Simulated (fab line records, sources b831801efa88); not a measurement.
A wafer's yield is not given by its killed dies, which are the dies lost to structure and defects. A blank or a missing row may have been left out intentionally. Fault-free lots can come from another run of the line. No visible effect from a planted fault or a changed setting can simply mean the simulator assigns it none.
fab line records | flow sky130
record: lots: 6 wafers: 18 last-day: 50
route steps=708 shown VIA4@645 METAL5@661 PAD_OPEN@708
lots untouched by any fault: they come from a run of this same line in which no faults occurred
start-h: hours from the record's opening day to when the first of the lot's shown wafers began | wait-h: how many hours have passed since the lot's step before this one | " as in the row above | L1.1+2: a single row standing in for several wafers | - no value present, or no start provided | * or withheld: withheld | < > ~ a bound
route shown NAME@n: names a module that has steps shown in the file, with the first one's number in the route | usual: mean and standard deviation over wafers with no fault | same: alike in all rows | chamber/n: place in a boat | sites: the reading at each site | _std_site: their standard deviation | _edge_site: mean of outer sites minus mean of inner sites | radius-mm: for every site, how far away it sits from the centre of the wafer | mask NAME#n: copy n | behind: the last tool/chamber to shape the wafer | hold: reason for holding the lot/hours on hold/outcome of the hold | device: which transistor (n, p or np) failed to switch | end of line: tests run on the same wafers once the route is complete | step lacking rows: just its recipe | killed: the dies lost at the first sort to structure and to defects; this is not the yield of the wafer | map: dies across one wafer; x = killed, . = not, _ = none there
set.NAME: setting as actually run; set.NAME@STEP: the setting as run at that earlier step | model.NAME: the simulator's own value behind a step, which no gauge read
lots at selected steps of the route; one table per step, one row per wafer
services: when a tool's chamber went out of use (start-h, in hours from the record's first day, below 0 if earlier), for how many hours, and the reason
== steps ==
step: SKY_VIA4_COAT_06
recipe: resist: NOVOLAK spin-rpm: 3000 resist-thk-nm: 1140
step: SKY_VIA4_SOFTBAKE_07
recipe: temp-c: 90 time-s: 60 resist: NOVOLAK
step: SKY_VIA4_EXPOSE_08
recipe: mask-id: VIM4 na: 0.6 source-shape: conventional sigma-outer: 0.6 polarization: unpolarized target-cd-nm: 800 dose-mj: 132
step: SKY_VIA4_PEB_09
recipe: temp-c: withheld time-s: * resist: NOVOLAK
step: SKY_VIA4_DEVELOP_10
recipe: resist: NOVOLAK developer: TMAH develop-time-s: 60 dev-temp-c: 23
step: SKY_VIA4_OVL_MEAS_11
usual: VIA4_OVL: 0.8/1.4
columns lot.wafer tool chamber start-h wait-h VIA4_OVL[nm]
L724.1 overlay-02 - 1026.09 0.1 0.2
L724.2 " - " " 1.0
L724.3 " - " " 0.1
L725.2 overlay-01 - 1056.31 0.1 -0.2
L725.4 " - " " -0.6
L725.6 " - " " -0.3
L731.4 overlay-01 - 1071.26 0.1 1.5
L731.5 " - " " 0.9
L731.6 " - " " 1.9
L737.1 overlay-02 - 1109.14 0.1 1.6
L737.2 " - " " -0.1
L737.4 " - " " 2.0
L741.4 overlay-01 - 1126.96 0.1 2.2
L741.5 " - " " 2.0
L741.6 " - " " 0.8
L743.1 overlay-01 - 1142.39 0.1 -1.0
L743.4 " - " " -1.1
L743.6 " - " " -0.7
step: SKY_VIA4_ETCH_12
recipe: target: SiO2 chemistry: C4F8/O2/Ar stop-on: TiN mask-material: NOVOLAK source-w: 1500 bias-w: 1200 pressure-mtorr: 40 c4f8-flow-sccm: withheld O2_flow_sccm: 6 Ar_flow_sccm: 300 time-s: withheld target-depth-a: 5800
usual: oes-product-au: 0.926/0.0049
columns lot.wafer tool chamber start-h wait-h oes-product-au
L724.1 rie-diel-01 2 1026.13 0.0 0.929
L724.2 " 0 " " 0.927
L724.3 " 1 " " 0.920
L725.2 rie-diel-02 1 1056.34 0.0 0.921
L725.4 " 0 " " 0.924
L725.6 " 1 " " 0.930
L731.4 rie-diel-01 1 1071.27 0.0 0.927
L731.5 " 3 " " 0.928
L731.6 " 0 " " 0.919
L737.1 rie-diel-01 3 1109.17 0.0 0.923
L737.2 " 0 " " 0.930
L737.4 " 2 " " 0.922
L741.4 rie-diel-03 1 1126.97 0.0 0.927
L741.5 " 1 " " 0.926
L741.6 " 2 " " 0.930
L743.1 rie-diel-01 2 1142.42 0.0 0.924
L743.4 " 3 " " 0.919
L743.6 " 3 " " 0.925
step: SKY_VIA4_STRIP_13
recipe: chemistry: O2/N2 power-w: 1400 pressure-mtorr: 1500 platen-temp-c: withheld o2-flow-sccm: 3000 n2-flow-sccm: 300 overash-fraction: 0.5
usual: drypump-motor-current-A: 5.9/0.43 oes-product-au: 0.709/0.0041 strip-time-to-endpoint-s: 12.803/0.029
columns lot.wafer tool chamber start-h wait-h drypump-motor-current-A oes-product-au rf-hours-counter-h strip-time-to-endpoint-s
L724.1 plasma-asher-03 1 1026.20 - 6.0 0.705 30 12.803
L724.2 " 0 " " 6.0 0.705 30 12.778
L724.3 " 1 " " 6.0 0.709 - 12.819
L725.2 plasma-asher-01 0 1056.41 - 5.7 0.707 94 12.779
L725.4 " 1 " " 6.5 0.716 - 12.767
L725.6 " 0 " " 5.7 0.708 - 12.809
L731.4 plasma-asher-04 1 1071.38 - 5.2 0.710 - 12.822
L731.5 " 1 " " 5.2 0.712 - 12.800
L731.6 " 0 " " 6.3 0.712 - 12.795
L737.1 plasma-asher-01 1 1109.25 - 6.5 0.702 100 12.763
L737.2 " 0 " " 5.7 0.706 100 12.783
L737.4 " 0 " " 5.7 0.705 - 12.774
L741.4 plasma-asher-04 1 1127.08 - 5.2 0.711 - 12.817
L741.5 " 1 " " 5.2 0.708 - 12.844
L741.6 " 0 " " 6.3 0.708 - 12.789
L743.1 plasma-asher-04 1 1142.50 - 5.2 0.709 7 12.776
L743.4 " 1 " " 5.2 0.706 - 12.759
L743.6 " 0 " " 6.3 0.709 - 12.785
step: SKY_VIA4_STRIP_14
recipe: chemistry: post-etch-residue-remover time-s: 1200 temp-c: 72.5
step: SKY_VIA4_CLEAN_15
recipe: chemistry: IPA time-s: 180 temp-c: 25
step: SKY_VIA4_CLEAN_16
recipe: chemistry: O3/DIW dry: n2-spin
step: SKY_VIA4_SPUTTER_17
recipe: material: TiN target-thk-nm: 20 chamber-pressure-pa: 5 power-w: 4000 time-s: 80
usual: throttle-valve-pct: 30.0/1.2
same: time-s: 80
columns lot.wafer tool chamber start-h wait-h throttle-valve-pct
L724.1 pvd-sputter-02 - 1026.80 0.0 30.8
L724.2 " - " " 30.3
L724.3 " - " " 28.7
L725.2 pvd-sputter-02 - 1057.06 0.0 30.5
L725.4 " - " " 28.8
L725.6 " - " " 29.0
L731.4 pvd-sputter-01 - 1071.95 0.0 28.9
L731.5 " - " " 31.2
L731.6 " - " " 28.8
L737.1 pvd-sputter-01 - 1109.88 0.0 28.8
L737.2 " - " " 29.4
L737.4 " - " " 28.6
L741.4 pvd-sputter-04 - 1127.68 0.0 29.7
L741.5 " - " " 29.8
L741.6 " - " " 32.6
L743.1 pvd-sputter-01 - 1143.09 0.0 28.5
L743.4 " - " " 28.7
L743.6 " - " " 28.7
step: SKY_VIA4_CVD_18
recipe: material: W target-thk-nm: 505 time-s: 152.14 temp-c: 400 pressure-torr: 40
usual: chamber-pressure-Torr: 39.99/0.09 heater-power-w: 840/17
columns lot.wafer tool chamber start-h wait-h chamber-pressure-Torr heater-power-w model.W_of_VIA4_CVD_18.thk-nm
L724.1 cvd-w-01 0 1026.86 0.0 40.02 822 500.6
L724.2 " 1 " " 40.01 817 511
L724.3 " 0 " " 40.01 839 501.1
L725.2 cvd-w-02 0 1057.12 0.0 40.00 839 495.4
L725.4 " 1 " " 40.05 885 810.4
L725.6 " 0 " " 40.02 846 510
L731.4 cvd-w-02 1 1072.06 0.1 40.05 833 803.9
L731.5 " 0 " " 39.73 843 506.2
L731.6 " 1 " " 40.04 847 806.5
L737.1 cvd-w-01 1 1109.94 0.0 40.12 788 514.8
L737.2 " 0 " " 40.10 816 502.5
L737.4 " 0 " " 40.14 840 510.2
L741.4 cvd-w-02 0 1127.79 0.1 40.18 826 502.9
L741.5 " 1 " " 40.05 851 508.4
L741.6 " 0 " " 40.12 843 502.7
L743.1 cvd-w-02 1 1143.15 0.0 40.04 848 510.7
L743.4 " 0 " " 39.96 856 504.7
L743.6 " 1 " " 39.96 866 508
step: SKY_VIA4_RS_MEAS_19
recipe: thk-meas-gauge: four-point-probe reads: W_of_VIA4_CVD_18+TiN_of_VIA4_SPUTTER_17
usual: VIA4_W_RS: 0.2270/0.0026
columns lot.wafer tool chamber start-h wait-h VIA4_W_RS[ohm/sq]
L724.1 film-metro-04 - 1027.01 0.1 0.2278
L724.2 " - " " 0.2234
L724.3 " - " " 0.2282
L725.2 film-metro-02 - 1057.29 0.1 0.2307
L725.4 " - " " 0.1407
L725.6 " - " " 0.2238
L731.4 film-metro-03 - 1072.22 0.1 0.1419
L731.5 " - " " 0.2264
L731.6 " - " " 0.1420
L737.1 film-metro-03 - 1110.09 0.1 0.2226
L737.2 " - " " 0.2276
L737.4 " - " " 0.2246
L741.4 film-metro-02 - 1127.95 0.1 0.2274
L741.5 " - " " 0.2244
L741.6 " - " " 0.2272
L743.1 film-metro-04 - 1143.30 0.1 0.2240
L743.4 " - " " 0.2263
L743.6 " - " " 0.2247
step: SKY_VIA4_THK_MEAS_20
recipe: thk-meas-gauge: xrf reads: W_of_VIA4_CVD_18
usual: VIA4_W_THK: 518/7
columns lot.wafer tool chamber start-h wait-h VIA4_W_THK[nm]
L724.1 film-metro-04 - 1027.13 0.1 520
L724.2 " - " " 531
L724.3 " - " " 521
L725.2 film-metro-02 - 1057.40 0.1 509
L725.4 " - " " 848
L725.6 " - " " 526
L731.4 film-metro-03 - 1072.31 0.1 838
L731.5 " - " " 518
L731.6 " - " " 836
L737.1 film-metro-03 - 1110.21 0.1 528
L737.2 " - " " 514
L737.4 " - " " 520
L741.4 film-metro-02 - 1128.04 0.1 517
L741.5 " - " " 518
L741.6 " - " " 516
L743.1 film-metro-04 - 1143.42 0.1 526
L743.4 " - " " 522
L743.6 " - " " 524
step: SKY_VIA4_CMP_21
recipe: stop-on: SiO2 t-overpolish-s: 25 down-force-psi: 3.5 platen-rpm: 60 target-thk-nm: 0 pad-velocity-m-s: 0.94248
usual: motor-current-A: 11.2/1.1 platen-rpm: 60.00/0.036 retaining-ring-pressure-frac: 1.000/0.005 time-to-endpoint-s: 123/4.3
columns lot.wafer tool chamber start-h wait-h motor-current-A platen-rpm retaining-ring-pressure-frac time-to-endpoint-s
L724.1 cmp-01 1 1027.19 0.1 11.8 60.03 1.009 120
L724.2 " 2 " " 10.1 59.97 1.014 123
L724.3 " 0 " " 10.3 60.00 0.999 122
L725.2 cmp-02 1 1057.50 0.1 9.7 60.02 1.007 126
L725.4 " 3 " " 11.5 59.93 1.002 205
L725.6 " 1 " " 10.1 59.97 1.004 131
L731.4 cmp-01 2 1072.34 0.0 10.4 60.03 1.001 197
L731.5 " 2 " " 10.6 59.99 1.006 124
L731.6 " 3 " " 13.4 60.00 0.999 195
L737.2 cmp-01 3 1110.27 0.0 13.6 59.99 0.997 119
L737.1 " 0 " " 10.4 60.03 1.000 129
L737.4 " 1 " " 10.4 59.96 1.002 121
L741.4 cmp-01 1 1129.60 1.5 11.4 60.00 0.992 130
L741.6 " 0 " " 11.2 59.93 0.995 131
L741.5 " 1 " " 11.3 60.02 1.001 129
L743.4 cmp-02 1 1143.53 0.1 10.5 60.00 0.992 126
L743.1 " 2 " " 11.4 60.03 0.995 121
L743.6 " 1 " " 10.3 59.97 0.994 120
step: SKY_METAL5_SPUTTER_00
recipe: material: Ti target-thk-nm: 15 power-w: 3000 time-s: 10 chamber-pressure-pa: 0.4
usual: throttle-valve-pct: 30.3/1.2
same: time-s: 10
columns lot.wafer tool chamber start-h wait-h throttle-valve-pct
L724.1 pvd-sputter-03 - 1027.49 0.2 31.9
L724.2 " - " " 29.6
L724.3 " - " " 30.8
L725.2 pvd-sputter-03 - 1057.75 0.2 29.2
L725.4 " - " " 30.5
L725.6 " - " " 29.4
L731.4 pvd-sputter-02 - 1072.64 0.2 30.4
L731.5 " - " " 30.6
L731.6 " - " " 30.2
L737.1 pvd-sputter-04 - 1110.57 0.2 28.7
L737.2 " - " " 29.8
L737.4 " - " " 33.1
L741.4 pvd-sputter-03 - 1129.85 0.2 29.3
L741.5 " - " " 29.2
L741.6 " - " " 32.0
L743.1 pvd-sputter-03 - 1143.78 0.1 29.6
L743.4 " - " " 29.3
L743.6 " - " " 29.0
step: SKY_PAD_OPEN_PROBE_99
usual: defect-limited-yield: 82.5/1.9 killed_at_M0_to_M3: 44/6.4 killed_at_M4_up: 3.4/2.1 killed-at-contacts: 23/5 killed-at-front-end: 15/4.5 killed-at-other: 0.3/0.54 killed-dies: 86/9.5 killed-open: 48/6.9 killed-short: 38/5.9 sort_bin_3_pad_short: 0.8/0.44 sort_bin_5_function: 10.5/1.6 sort_bin_6_memory: 6.1/1.1 sort-n-pass: 406/9.5 sort-yield-pct: 82.5/1.9
same: gross-dies: 492 killed-at-back-side: 0 sort_bin_4_leakage[%]: 0 sort_bin_8_speed[%]: 0
columns lot.wafer tool chamber start-h wait-h defect-limited-yield[%] killed_at_M0_to_M3 killed_at_M4_up killed-at-contacts killed-at-front-end killed-at-other killed-dies killed-open killed-short sort_bin_3_pad_short[%] sort_bin_5_function[%] sort_bin_6_memory[%] sort-n-pass sort-yield-pct[%]
L725.2 prober-02 - 1121.53 0.1 82.1 49 1 21 17 0 88 52 36 1.2 10.4 6.3 404 82.1
L725.4 prober-02 - 1121.63 0.2 80.3 44 5 27 21 0 97 55 41 1.0 11.8 6.9 395 80.3
L725.6 prober-02 - 1121.73 0.2 79.7 60 5 19 16 0 100 57 43 1.4 10.6 8.3 392 79.7
L737.1 prober-02 - 1169.56 0.1 83.3 46 4 15 17 0 82 41 41 1.0 11.2 4.5 410 83.3
L737.2 prober-02 - 1169.61 0.1 82.9 43 2 26 13 0 84 43 40 0.6 9.6 6.9 408 82.9
L737.4 prober-02 - 1169.71 0.2 81.5 48 6 25 12 0 91 51 40 0.6 11.4 6.5 401 81.5
L743.1 prober-02 - 1196.41 0.1 85.2 40 5 16 12 0 73 43 29 0.6 8.7 5.5 419 85.2
L743.4 prober-02 - 1196.56 0.2 84.3 45 2 21 8 1 77 48 28 0.4 9.1 6.1 415 84.3
L743.6 prober-02 - 1196.66 0.2 82.3 47 4 25 11 0 87 46 41 0.4 10.6 6.7 405 82.3
killed by level:class
L725.2 VIA1:geometric-particle:open=15 CONTACT:geometric-particle:open=10 VIA2:geometric-particle:open=8 METAL1:geometric-particle:short=6 METAL2:geometric-particle:short=6 FIELD_ISO:geometric-particle:short=4 POLY_GATE:geometric-particle:open=4 POLY_GATE:geometric-particle:short=4
L725.4 CONTACT:geometric-particle:open=10 VIA1:geometric-particle:open=9 VIA3:geometric-particle:open=9 VIA2:geometric-particle:open=8 POLY_GATE:geometric-particle:short=6 LI_CONTACT:geometric-particle:open=6 FIELD_ISO:geometric-particle:short=5 LOCAL_INTERCONNECT:geometric-particle:short=5
L725.6 VIA1:geometric-particle:open=15 VIA1:geometric-particle:short=9 CONTACT:geometric-particle:open=9 METAL2:geometric-particle:short=8 VIA2:geometric-particle:open=8 FIELD_ISO:geometric-particle:open=7 POLY_GATE:geometric-particle:open=6 METAL1:geometric-particle:short=5
L737.1 VIA1:geometric-particle:open=12 METAL1:geometric-particle:short=9 FIELD_ISO:geometric-particle:short=8 METAL2:geometric-particle:short=8 CONTACT:geometric-particle:open=7 VIA2:geometric-particle:open=5 FIELD_ISO:geometric-particle:open=3 VIA3:geometric-particle:short=3
L737.2 METAL1:geometric-particle:short=10 LI_CONTACT:geometric-particle:open=7 VIA1:geometric-particle:open=6 LOCAL_INTERCONNECT:geometric-particle:short=6 CONTACT:geometric-particle:short=6 CONTACT:geometric-particle:open=6 VIA1:geometric-particle:short=6 VIA2:geometric-particle:open=6
L737.4 CONTACT:geometric-particle:open=12 VIA3:geometric-particle:open=11 METAL1:geometric-particle:short=8 VIA1:geometric-particle:open=7 VIA2:geometric-particle:open=5 LI_CONTACT:geometric-particle:short=4 CONTACT:geometric-particle:short=4 VIA3:geometric-particle:short=4
L743.1 VIA2:geometric-particle:open=9 CONTACT:geometric-particle:open=7 VIA3:geometric-particle:open=6 VIA1:geometric-particle:short=5 VIA1:geometric-particle:open=5 CONTACT:geometric-particle:short=4 METAL1:geometric-particle:short=4 METAL4:geometric-particle:short=4
L743.4 VIA1:geometric-particle:open=15 VIA3:geometric-particle:open=11 CONTACT:geometric-particle:open=9 LOCAL_INTERCONNECT:geometric-particle:short=6 LI_CONTACT:geometric-particle:open=5 METAL2:geometric-particle:short=4 VIA3:geometric-particle:short=4 POLY_GATE:geometric-particle:short=3
L743.6 LI_CONTACT:geometric-particle:open=9 VIA2:geometric-particle:open=8 VIA3:geometric-particle:open=8 VIA1:geometric-particle:open=7 METAL2:geometric-particle:short=7 CONTACT:geometric-particle:open=5 VIA1:geometric-particle:short=5 METAL3:geometric-particle:short=5
== services ==
columns tool chamber start-h hours kind
rie-diel-02 2 1002.32 1.3 repair
cvd-w-01 - 1013.81 6.3 repair
pvd-sputter-02 3 1037.66 - consumable-replace:kit
pvd-sputter-02 3 1037.66 18.0 scheduled-down
pvd-sputter-03 - 1041.82 4.0 repair
rie-diel-01 0 1041.95 8.5 repair
plasma-asher-03 - 1044.69 4.3 pm
pvd-sputter-01 - 1048.57 3.3 repair
plasma-asher-04 - 1055.25 9.0 pm
plasma-asher-03 - 1060.70 4.2 repair
rie-diel-02 3 1062.39 3.0 repair
pvd-sputter-03 0 1066.16 - consumable-replace:kit
pvd-sputter-03 0 1066.16 18.0 scheduled-down
pvd-sputter-03 0 1066.16 18.0 vent-cycle
pvd-sputter-03 - 1068.66 4.1 repair
cvd-w-02 1 1073.38 10.2 repair
cmp-02 - 1084.76 4.0 pm
cmp-02 - 1085.03 0.3 repair
cvd-w-01 0 1093.49 1.7 repair
plasma-asher-01 - 1113.85 0.9 repair
pvd-sputter-01 - 1124.31 4.3 repair
cmp-02 - 1126.40 7.2 repair
cmp-01 - 1127.60 1.4 repair
cmp-01 - 1143.62 5.2 pm
== key ==
first-sign: step: SKY_VIA4_RS_MEAS_19 reading: VIA4_W_RS direction: down sigmas: 32 usual: 0.2270 struck: 0.1415
effect: step: SKY_VIA4_THK_MEAS_20 reading: VIA4_W_THK direction: up sigmas: 46 usual: 518 struck: 841
effect: step: SKY_VIA4_CMP_21 reading: time-to-endpoint-s direction: up sigmas: 18 usual: * struck: *
model-effect: step: SKY_VIA4_CVD_18 value: W_of_VIA4_CVD_18.thk-nm without: 508.2 struck: 807
met-at SKY_VIA4_CVD_18
struck-wafers L725.4,L731.4,L731.6
fault: kind: process-parameter-drift tool: cvd-w-02 chamber: 1 onset-h: 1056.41 steps: SKY_VIA4_CVD_18 channel: target-thk-nm offset: 299.85 shape: step end-h: 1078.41 acts-in: these-recipes-only stated: 505
